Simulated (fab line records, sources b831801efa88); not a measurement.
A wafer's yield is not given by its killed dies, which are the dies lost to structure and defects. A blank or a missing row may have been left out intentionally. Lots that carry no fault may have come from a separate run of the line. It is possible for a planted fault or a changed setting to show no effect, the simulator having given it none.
Split-lot trial -- flow gf180mcu -- route with 602 steps; 5 lots, 23 wafers read

== ABOUT THE SPLIT ==
At GF_SALICIDE_SPUTTER_03 (material TiN, target thk 20 nm, time 16.7 s), the setting time-s was moved away from the recipe's 16.7 s on 9 of the 23 wafers read, by -8.8% to +12.9%. The other wafers ran this setting at the recipe's value.

== BETWEEN THE SPLIT AND THE READING: the file shows 1 step in between ==
- GF_SALICIDE_RS_MEAS_04: measures by four-point-probe

== THE READING ==
SALICIDE_TIN_THK, in nm, at GF_SALICIDE_THK_MEAS_05 (measures by xrf). A value of 19.78 nm with a standard deviation of 0.21 nm is what fault-free wafers of this fab line usually give.

wafer,"tool, chamber at the split","time-s as run, s",against the recipe,"SALICIDE_TIN_THK, nm",against lot-mates on the recipe
L074.1,"pvd-sputter-02, -",18.85,+12.9%,22.39,+2.81
L074.3,"pvd-sputter-02, -",16.7,recipe,19.52,-
L074.4,"pvd-sputter-02, -",16.7,recipe,19.64,-
L074.5,"pvd-sputter-02, -",18.85,+12.9%,22.11,+2.53
L074.6,"pvd-sputter-02, -",18.85,+12.9%,22.29,+2.71
L076.1,"pvd-sputter-03, -",16.7,recipe,19.59,-
L076.4,"pvd-sputter-03, -",16.7,recipe,19.63,-
L076.5,"pvd-sputter-03, -",16.7,recipe,19.52,-
L080.1,"pvd-sputter-04, -",16.7,recipe,19.94,-
L080.2,"pvd-sputter-04, -",16.7,recipe,19.83,-
L080.4,"pvd-sputter-04, -",16.7,recipe,19.97,-
L080.5,"pvd-sputter-04, -",17.35,+3.9%,20.54,+0.63
L080.6,"pvd-sputter-04, -",17.35,+3.9%,20.48,+0.57
L083.1,"pvd-sputter-04, -",16.7,recipe,20.24,-
L083.2,"pvd-sputter-04, -",16.7,recipe,20.21,-
L083.3,"pvd-sputter-04, -",16.7,recipe,19.93,-
L083.4,"pvd-sputter-04, -",15.23,-8.8%,18.39,-1.74
L083.6,"pvd-sputter-04, -",15.23,-8.8%,18.33,-1.80
L085.1,"pvd-sputter-03, -",16.7,recipe,19.52,-
L085.2,"pvd-sputter-03, -",16.7,recipe,19.41,-
L085.4,"pvd-sputter-03, -",16.7,recipe,19.51,-
L085.5,"pvd-sputter-03, -",17.91,+7.2%,21.35,+1.87
L085.6,"pvd-sputter-03, -",17.91,+7.2%,20.84,+1.36

THE FIT
A straight line over all 23 wafers: SALICIDE_TIN_THK changes by +0.184 nm for each +1% of time-s; r = +0.97; the points scatter about the line by 0.25 nm.
The same after taking each lot's own level away (the mean of its wafers on the recipe; 23 wafers): +0.207 nm for each +1%; r = +0.99; scatter 0.14 nm.
According to that fit, moving time-s by its largest amount changes the reading by 2.7 nm.
The lots' own levels span 19.480 to 20.127 nm, that is 3.1 times the standard deviation above.
Thus the slope moves with the lot-to-lot level: the two fits are different.
Check: +2.62 nm against its lot-mates is what the line predicts for one of the wafers moved furthest among these (+12.9%) when that wafer is left out of the fit. Against them it came out at +2.81 nm.

== ADDITIONAL SPLITS CARRIED BY THESE WAFERS ==
Other splits were also applied to these wafers ahead of the reading. Each is held against what the fit with the lots' levels taken away leaves over:
other split on the same wafers,wafers away from the commonest value,r with SALICIDE_TIN_THK (lot level and that fit taken away)
GF_PSD_IMPLANT_09 energy-kev,5,+0.15
GF_SAB_DEVELOP_08 dev-temp-c,10,+0.29
GF_SAB_ETCH_11 source-w,6,+0.13

== THE WHOLE CHAIN: every reading that the file lists as answering this split, in the file's order ==
step,what it does,reading,change (the file's fit),r (the file's)
GF_SALICIDE_SPUTTER_03,"material TiN, target thk 20 nm, time 16.7 s","TiN_of_SALICIDE_SPUTTER_03.thk-nm (the simulator's own value, which no gauge read)",+0.204 nm for each +1% of the setting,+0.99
GF_SALICIDE_RS_MEAS_04,measures by four-point-probe,SALICIDE_TIN_RS,-0.0701 for each +1% of the setting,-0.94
GF_SALICIDE_THK_MEAS_05,measures by xrf,SALICIDE_TIN_THK,+0.206 for each +1% of the setting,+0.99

== FILE'S OWN FIT ==
SALICIDE_TIN_THK changes by +0.206 nm for each +1% of time-s, r = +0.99.
